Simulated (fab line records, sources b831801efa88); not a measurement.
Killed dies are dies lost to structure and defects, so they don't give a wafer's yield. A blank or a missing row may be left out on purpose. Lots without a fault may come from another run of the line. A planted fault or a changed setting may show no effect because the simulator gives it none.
Which tool did it? | flow sky130 | 11 lots, 33 wafers sampled, at 5 steps of a route of 708

WHAT THE GAUGES READ, wafer by wafer
The record holds no reading of a measuring or inspecting step that can be judged against a usual standard deviation.

WHICH TOOL RAN EACH LOT (tool, then ch and the chambers of the sampled wafers, then the start)
lot  | SKY_CONTACT_ETCH_16                | SKY_CONTACT_ETCH_18                           | SKY_METAL1_SPUTTER_01        | SKY_METAL1_METAL_ETCH_19          | SKY_PAD_OPEN_PROBE_99
L302 | rie_diel-02 ch 0,1,3, day 32 05:27 | rie_diel-02 ch 0,1,3, day 32 07:05 or earlier | pvd_sputter-04, day 32 07:05 | rie_metal-01 ch 1, day 33 10:04   | -
L306 | rie_diel-03 ch 0,2,3, day 33 07:06 | rie_diel-03 ch 0,2,3, day 33 08:32 or earlier | pvd_sputter-01, day 33 08:32 | rie_metal-04 ch 0,1, day 34 11:54 | -
L308 | rie_diel-03 ch 0,1,3, day 33 15:54 | rie_diel-03 ch 0,1,3, day 33 17:20 or earlier | pvd_sputter-01, day 33 17:20 | rie_metal-04 ch 0,1, day 34 20:47 | prober-02, day 47 07:33
L307 | rie_diel-01 ch 0,2, day 33 17:40   | rie_diel-01 ch 0,2, day 33 19:04 or earlier   | pvd_sputter-04, day 33 19:04 | rie_metal-01 ch 0, day 34 22:26   | -
L311 | rie_diel-02 ch 2,3, day 34 15:48   | rie_diel-02 ch 2,3, day 34 17:13 or earlier   | pvd_sputter-04, day 34 17:13 | rie_metal-01 ch 0,1, day 35 20:19 | -
L313 | rie_diel-02 ch 1,2,3, day 35 05:36 | rie_diel-02 ch 1,2,3, day 35 07:01 or earlier | pvd_sputter-01, day 35 07:01 | rie_metal-04 ch 0, day 36 08:53   | -
L315 | rie_diel-01 ch 1,2,3, day 35 13:05 | rie_diel-01 ch 1,2,3, day 35 14:29 or earlier | pvd_sputter-01, day 35 14:29 | rie_metal-04 ch 0,1, day 36 16:09 | -
L322 | rie_diel-02 ch 0,1,3, day 37 18:12 | rie_diel-02 ch 0,1,3, day 37 19:36 or earlier | pvd_sputter-04, day 37 19:36 | rie_metal-03 ch 0, day 38 21:59   | -
L323 | rie_diel-03 ch 1,2, day 38 10:39   | rie_diel-03 ch 1,2, day 38 12:03 or earlier   | pvd_sputter-04, day 38 12:03 | rie_metal-01 ch 0,1, day 39 12:45 | -
L324 | rie_diel-02 ch 0,1,2, day 38 12:14 | rie_diel-02 ch 0,1,2, day 38 13:38 or earlier | pvd_sputter-01, day 38 13:38 | rie_metal-01 ch 0,1, day 39 15:10 | -
L325 | rie_diel-03 ch 0,1, day 38 14:16   | rie_diel-03 ch 0,1, day 38 15:40 or earlier   | pvd_sputter-03, day 38 15:40 | rie_metal-04 ch 0,1, day 39 16:23 | -
- SKY_CONTACT_ETCH_16: etches BARC in N2/H2, stops on SiO2, time 45.9 s, target depth 60 nm.
- SKY_CONTACT_ETCH_18: etches Si3N4 in CHF3/O2, stops on TiN, time 39 s, target depth 75 nm.
- SKY_METAL1_SPUTTER_01: material TiN, target thk 20 nm, time 16.7 s.
- SKY_METAL1_METAL_ETCH_19: etches the open film in Cl2/BCl3, stops on SiO2, target depth 360 nm, time 78 s.
- SKY_PAD_OPEN_PROBE_99

WHAT THE TOOLS THEMSELVES READ (means of the sampled wafers that have a number; where no wafer has one, the mark that the record gives instead)
SKY_CONTACT_ETCH_16.
lot  | tool        | chamber_pressure_mTorr (mTorr) | drypump_motor_current_A (A) | oes_product_au (a.u.) | throttle_valve_pct (%)
L302 | rie_diel-02 | 30.002                         | 6.1                         | 0.858                 | 13.231
L306 | rie_diel-03 | 29.999                         | 5.7                         | 0.857                 | 13.229
L308 | rie_diel-03 | 29.964                         | 5.6                         | 0.855                 | 13.226
L307 | rie_diel-01 | 30.018                         | 6.3                         | 0.856                 | 13.217
L311 | rie_diel-02 | 29.985                         | 6.4                         | 0.856                 | 13.223
L313 | rie_diel-02 | 29.978                         | 6.2                         | 0.855                 | 13.226
L315 | rie_diel-01 | 29.988                         | 5.6                         | 0.856                 | 13.228
L322 | rie_diel-02 | 29.999                         | 6.1                         | 0.852                 | 13.223
L323 | rie_diel-03 | 30.026                         | 5.1                         | 0.851                 | 13.221
L324 | rie_diel-02 | 29.971                         | 6.0                         | 0.852                 | 13.219
L325 | rie_diel-03 | 30.004                         | 5.2                         | 0.861                 | 13.222

SKY_CONTACT_ETCH_18.
lot  | tool        | chamber_pressure_mTorr (mTorr) | drypump_motor_current_A (A) | oes_product_au (a.u.) | throttle_valve_pct (%)
L302 | rie_diel-02 | 40.02                          | 6.1                         | 0.854                 | 8.796
L306 | rie_diel-03 | 39.94                          | 5.7                         | 0.861                 | 8.806
L308 | rie_diel-03 | 40.02                          | 5.6                         | 0.868                 | 8.810
L307 | rie_diel-01 | 40.01                          | 6.3                         | 0.854                 | 8.798
L311 | rie_diel-02 | 40.00                          | 6.3                         | 0.869                 | 8.804
L313 | rie_diel-02 | 40.00                          | 6.2                         | 0.856                 | 8.789
L315 | rie_diel-01 | 39.98                          | 5.6                         | 0.854                 | 8.799
L322 | rie_diel-02 | 39.97                          | 6.1                         | 0.857                 | 8.790
L323 | rie_diel-03 | 39.99                          | 5.0                         | 0.869                 | 8.800
L324 | rie_diel-02 | 39.98                          | 6.0                         | 0.854                 | 8.792
L325 | rie_diel-03 | 40.01                          | 5.2                         | 0.864                 | 8.809

SKY_METAL1_SPUTTER_01.
lot  | tool           | cathode_dc_power_W (W) | throttle_valve_pct (%)
L302 | pvd_sputter-04 | 6500.0                 | 31.0
L306 | pvd_sputter-01 | 6501.4                 | 30.2
L308 | pvd_sputter-01 | 6499.0                 | 30.5
L307 | pvd_sputter-04 | 6501.5                 | 29.0
L311 | pvd_sputter-04 | 6500.7                 | 29.9
L313 | pvd_sputter-01 | 6501.0                 | 30.3
L315 | pvd_sputter-01 | 6500.0                 | 30.9
L322 | pvd_sputter-04 | 7132.0                 | 30.6
L323 | pvd_sputter-04 | 7133.3                 | 29.8
L324 | pvd_sputter-01 | 6500.2                 | 30.9
L325 | pvd_sputter-03 | 6500.6                 | 29.1

SKY_METAL1_METAL_ETCH_19.
lot  | tool         | chamber_pressure_mTorr (mTorr) | drypump_motor_current_A (A) | oes_product_au (a.u.) | throttle_valve_pct (%)
L302 | rie_metal-01 | 9.999                          | 5.91                        | 0.845                 | 22.263
L306 | rie_metal-04 | 10.008                         | 5.64                        | 0.853                 | 22.271
L308 | rie_metal-04 | 10.007                         | 5.64                        | 0.850                 | 22.264
L307 | rie_metal-01 | 9.999                          | 5.71                        | 0.852                 | 22.258
L311 | rie_metal-01 | 9.999                          | 5.85                        | 0.858                 | 22.268
L313 | rie_metal-04 | 10.011                         | 5.72                        | 0.851                 | 22.256
L315 | rie_metal-04 | 10.002                         | 5.64                        | 0.850                 | 22.264
L322 | rie_metal-03 | 10.002                         | 5.67                        | 0.849                 | 22.265
L323 | rie_metal-01 | 9.990                          | 5.78                        | 0.852                 | 22.271
L324 | rie_metal-01 | 10.002                         | 5.85                        | 0.854                 | 22.268
L325 | rie_metal-04 | 10.007                         | 5.65                        | 0.857                 | 22.266

SKY_PAD_OPEN_PROBE_99.
lot  | tool      | defect_limited_yield (%) | killed_at_M0_to_M3 | killed_at_M4_up | killed_at_contacts | killed_at_front_end | killed_at_other | killed_dies | killed_open | killed_short | sort_bin_3_pad_short (%) | sort_bin_5_function (%) | sort_bin_6_memory (%) | sort_n_pass | sort_yield_pct (%)
L308 | prober-02 | 82.4                     | 35                 | 3.0             | 26                 | 21                  | 0.7             | 86          | 47          | 39           | 0.4                      | 11.2                    | 6.0                   | 406         | 82.4

THE ANSWER, worked out from the rows above alone
Rule: what is usual is taken from the lots themselves. Put in order of their means at a reading, lots are off if they are a third of the lots or fewer, leave a main group of 4 or more, and stand apart from it by a gap of 3 or more times the standard deviation of the main group's means; of several such gaps the widest counts. A main group whose means are all the same, to the digits that the tables above print for the reading, isn't used. A lot without any number at a reading at which 4 lots or more have one is off too. The other lots that the step has rows for count as sound. The gauges are gone through in route order, then the tools' own readings, and for those a lot's mean is taken as printed above. The first step at which some lot is off is used, and at that step the reading that is off furthest; a lot without a number counts as furthest.
Off: L322, L323, at SKY_METAL1_SPUTTER_01 (cathode_dc_power_W). The main group: mean 6500.5 W, standard deviation 0.74.
A tool fits if, at that step or a process step before it, it ran every lot that is off, and no sound lot after the first of them. SKY_CONTACT_ETCH_18 gives no start for some lots, so the hours and the order of its lots are those of SKY_METAL1_SPUTTER_01. One fits: pvd_sputter-04 at SKY_METAL1_SPUTTER_01. Its last sound lot is L311 (day 34 17:13), its first lot that is off L322 (day 37 19:36): a fault that began between those two fits.
The tool's own readings at SKY_METAL1_SPUTTER_01 bear it out: on the lots that are off they differ by more than 5 times the standard deviation of the sound lots' means. cathode_dc_power_W reads 7132.6 W there against 6500.5 W on the sound lots.

WHAT THE SIMULATOR HAD PUT IN
Process parameter drift: pvd_sputter-04, from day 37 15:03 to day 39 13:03, at SKY_METAL1_SPUTTER_01. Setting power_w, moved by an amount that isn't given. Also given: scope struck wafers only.
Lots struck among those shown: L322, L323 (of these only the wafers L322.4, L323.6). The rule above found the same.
